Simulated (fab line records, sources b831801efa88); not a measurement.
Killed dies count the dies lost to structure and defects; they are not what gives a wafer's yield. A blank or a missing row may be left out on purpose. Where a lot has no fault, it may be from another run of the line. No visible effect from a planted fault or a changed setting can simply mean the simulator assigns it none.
The same fault as seen by 2 desks / flow sky130 / every desk sees just its own numbers, and what lay behind them comes last

## THE TOOL OWNER'S DESK: implanter-01
The tool's own readings at SKY_PWDE_IMPLANT_08, given as means over the sampled wafers that have a number, one for each lot that went through this tool. Marked OUT: a lot whose mean sits more than 4 standard deviations from the usual mean, which makes it out of limits; the brackets give that distance.
Columns: A = dose_ions_cm2 at SKY_PWDE_IMPLANT_08, usual 3.6e+12; B = faraday_current_uA at SKY_PWDE_IMPLANT_08, usual 20.3
lot=L937; first seen here=day 4 15:50; A=3.6e+12; B=20.3
lot=L939; first seen here=day 4 23:13; A=3.6e+12; B=20.7
lot=L941; first seen here=day 5 23:35; A=3.6e+12; B=20.2
lot=L948; first seen here=day 7 12:56; A=3.6e+12; B=20.4
lot=L955; first seen here=day 8 20:07; A=4.5e+12 (+99 or more) OUT; B=25.4 (+13) OUT
lot=L957; first seen here=day 9 05:05; A=4.5e+12 (+99 or more) OUT; B=25.3 (+12) OUT
Finding of this desk: L955, L957 out of limits; the first was L955 at day 8 20:07, on dose_ions_cm2 at SKY_PWDE_IMPLANT_08. In limits: L937, L939, L941, L948.

## THE METROLOGY DESK
What the gauges read, lot by lot, whatever tool the lot ran on: means of the sampled wafers that have a number. Marked OUT: a lot whose mean sits more than 4 standard deviations from the usual mean, which makes it out of limits; the brackets give that distance.
Columns: A = FIELD_ISO_CVD_24_THK at SKY_FIELD_ISO_THK_MEAS_25, usual 598 nm; B = PWDE_TW at SKY_PWDE_TW_MEAS_10, usual 373.0; C = NWELL_00_OVL at SKY_NWELL_OVL_MEAS_10, usual -0.3 nm; D = PWDE_RS at SKY_NWELL_RS_MEAS_31, usual 5272 ohm/sq
lot=L935; first seen here=day 2 13:22; A=593; B=375.8; C=-2.7; D=5244
lot=L937; first seen here=day 2 23:08; A=591; B=371.9; C=0.8; D=5253
lot=L939; first seen here=day 3 10:19; A=597; B=376.4; C=1.5; D=5278
lot=L941; first seen here=day 4 00:20; A=593; B=375.7; C=-0.0; D=5269
lot=L942; first seen here=day 4 08:40; A=595; B=371.8; C=1.7; D=5255
lot=L943; first seen here=day 4 08:46; A=596; B=370.2; C=-0.9; D=5273
lot=L944; first seen here=day 4 17:08; A=597; B=371.9; C=1.5; D=5284
lot=L946; first seen here=day 4 22:24; A=596; B=374.7; C=0.9; D=5266
lot=L948; first seen here=day 5 12:23; A=607; B=368.7; C=-0.3; D=5296
lot=L955; first seen here=day 6 20:20; A=604; B=402.2 (+9.7) OUT; C=0.6; D=4460 (-43) OUT
lot=L957; first seen here=day 7 07:21; A=591; B=401.1 (+9.4) OUT; C=-0.0; D=4441 (-44) OUT
Finding of this desk: L955, L957 out of limits, first seen on L955 at day 8 20:22 (PWDE_TW at SKY_PWDE_TW_MEAS_10). In limits: L935, L937, L939, L941, L942, L943, L944, L946, L948.

## ALL TOGETHER
At day 8 20:07, on L955, L957, the tool owner's desk was in a position to raise an alarm.
An alarm was possible from the metrology desk at day 8 20:22, on L955, L957.
Of the lots named, all ran SKY_PWDE_IMPLANT_08 on implanter-01.

## WHAT THE SIMULATOR HAD INSERTED
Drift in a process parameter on implanter-01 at SKY_PWDE_IMPLANT_08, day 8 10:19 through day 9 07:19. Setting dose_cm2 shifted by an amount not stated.
Lots struck among those shown: L955, L957.
Counting hours from when the fault started, the first reading out of limits came at 10 for the tool owner's desk and at 10 for the metrology desk.
